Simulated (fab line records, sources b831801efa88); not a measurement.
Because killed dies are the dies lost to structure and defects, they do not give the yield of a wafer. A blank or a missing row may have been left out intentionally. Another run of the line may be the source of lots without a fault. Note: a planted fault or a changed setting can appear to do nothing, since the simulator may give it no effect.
Struck lot and sound lot, side by side || flow sky130 || 16 out of 708 route steps
Sound: these wafers, L838.2, L838.3, L838.4. Wafers struck: L834.2, L834.5, L834.6. The cause is given at the end.
Order at every step that has rows: each side's tool, ch and its chambers, its first start. Under that, the readings that differ: sound wafers || struck wafers || difference of the means || sigmas: that difference in standard deviations of wafers without a fault.
alike: readings with means less than 2 such deviations apart, plus words and numbers identical on both sides. not compared: withheld readings, readings lacking a value on some wafer, bounds such as >300 that could conceal the same value, and numbers that have no deviation in the record and whose values overlap.
Wherever a step has rows on one side only, a row that says differs or no value, or a row with sigmas, the two part there. Numbers that don't overlap but have no deviation are shown without sigmas and don't part them. A reading missing from all wafers of one side parts the sides only when that side holds two or more wafers.

first, 1 step without rows for these wafers: SKY_POLY_CUT_DEVELOP_07 (develop time 60 s).
SKY_POLY_CUT_CD_MEAS_08 targets a cd of 270 nm.
  sound: cdSem-01 at day 26 19:00; struck: cdSem-02 at day 25 05:25
  alike: cdNm
SKY_POLY_CUT_OVL_MEAS_09:
  sound: overlay-02 at day 26 19:07; struck: overlay-02 at day 25 05:31
  alike: POLY_CUT_OVL
SKY_POLY_CUT_ETCH_10: etches BARC in N2/H2, stops on SiO2, time 45.9 s, target depth 60 nm.
  sound on rieDiel-03 ch 0,2,3, day 26 19:08; struck on rieDiel-03 ch 0,2,3, day 25 05:32
  alike: drypumpMotorCurrentA, oesProductAu, rfFwdPowerW, throttleValvePct
  not compared: rfHoursCounterH
SKY_POLY_CUT_ETCH_11: etches Si3N4 in CF4/CH2F2/Ar, stops on poly-Si, time 42.5 s, target depth 60 nm.
  sound on rieDiel-03 ch 0,2,3, day 26 19:11; struck on rieDiel-03 ch 0,2,3, day 25 05:35
  alike: drypumpMotorCurrentA, oesProductAu, rfFwdPowerW, throttleValvePct
  not compared: rfHoursCounterH
SKY_POLY_CUT_STRIP_12: strips in O2/N2.
  sound on plasmaAsher-02 ch 0,1, day 26 19:13; struck on plasmaAsher-01 ch 0,1, day 25 05:38
{"reading": "drypumpMotorCurrentA (A)", "sound": "6.6 6.6 6.1", "struck": "5.7 5.8 5.6", "difference": -0.7, "sigmas": -2}
  alike: oesProductAu, stripTimeToEndpointS
  not compared: rfHoursCounterH
then, 6 steps without rows for these wafers: SKY_SD_P_DEHYDRATE_00 (time 60 s); SKY_SD_P_HMDS_01 (prime time 60 s); SKY_SD_P_COAT_02 (resist thk 1140 nm); SKY_SD_P_SOFTBAKE_03 (time 60 s); SKY_SD_P_EXPOSE_04 (exposes mask PSDM, target cd 380 nm); SKY_SD_P_PEB_05.
SKY_SD_P_DEVELOP_06: develop time 60 s.
  sound on lithoTrack-01 ch 0, day 28 00:04; struck on lithoTrack-04 ch 0, day 26 10:28
SKY_SD_P_CD_MEAS_07 targets a cd of 380 nm.
  sound: cdSem-02 at day 28 00:13; struck: cdSem-02 at day 26 10:36
{"reading": "cdNm (nm)", "sound": "380.2 378.3 376.8", "struck": "362.7 364.1 363.2", "difference": -15.1, "sigmas": -5}
SKY_SD_P_OVL_MEAS_08:
  sound: overlay-02 at day 28 00:19; struck: overlay-01 at day 26 10:43
  alike: SD_P_OVL
after that, 1 step had no rows for these wafers: SKY_PAD_OPEN_PROBE_99.

## WHERE THEY PART
At SKY_POLY_CUT_STRIP_12 first; at SKY_SD_P_CD_MEAS_07 last (within this record only). Later steps at which nothing parts them and some readings are alike: SKY_SD_P_OVL_MEAS_08.

WHY: what the simulator had put in
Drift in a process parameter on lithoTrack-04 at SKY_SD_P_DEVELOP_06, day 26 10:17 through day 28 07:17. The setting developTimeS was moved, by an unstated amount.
